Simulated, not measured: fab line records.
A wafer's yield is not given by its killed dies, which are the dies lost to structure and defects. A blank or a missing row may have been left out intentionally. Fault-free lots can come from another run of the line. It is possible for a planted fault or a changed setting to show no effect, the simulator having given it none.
Matching of chambers	flow sky130	SKY_VIA3_CMP_24 on cmp-02 has 4 sister chambers
The step polishes, stops on SiO2, t overpolish 20 s, target thk 0 nm. 4 wafers are shown with their chamber, then 9 later ones without.

WAFERS WITH THEIR CHAMBER
wafer	chamber	motor-current-A (A)
L745.4	2	12.4
L746.2	3	11.4
L746.3	0	10.9
L746.5	1	11.5

WAFERS WITHOUT THEIR CHAMBER
wafer	motor-current-A (A)
L748.3	11.6
L748.4	11.5
L748.6	10.2
L749.1	11.6
L749.3	10.9
L749.6	11.4
L751.1	11.0
L751.2	11.6
L751.3	12.4

EACH ONE'S CHAMBER
wafer	from the rows above	in truth
L748.3	can't be placed: 1 or 3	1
L748.4	can't be placed: 1 or 3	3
L748.6	0	0
L749.1	can't be placed: 1 or 3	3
L749.3	0	0
L749.6	can't be placed: 3 or 1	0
L751.1	can't be placed: 0 or 3 or 1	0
L751.2	can't be placed: 1 or 3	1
L751.3	2	2
Correct placement for 3 of the 9. From these rows, 6 cannot be placed; in 5 the true chamber is one of the candidates. Number placed wrongly: 0.
How it was worked out, from the rows above alone: a wafer's distance from a chamber is the root of the sum, over the readings, of the square of ((its reading less the chamber's mean) divided by the reading's scatter). The wafer belongs to the nearest chamber; if the next one is less than 2 further off, it can't be placed. A chamber's mean is the mean of its shown wafers. The scatter: root of mean squared gap, hidden wafer to nearest shown wafer, with one shown wafer a chamber.
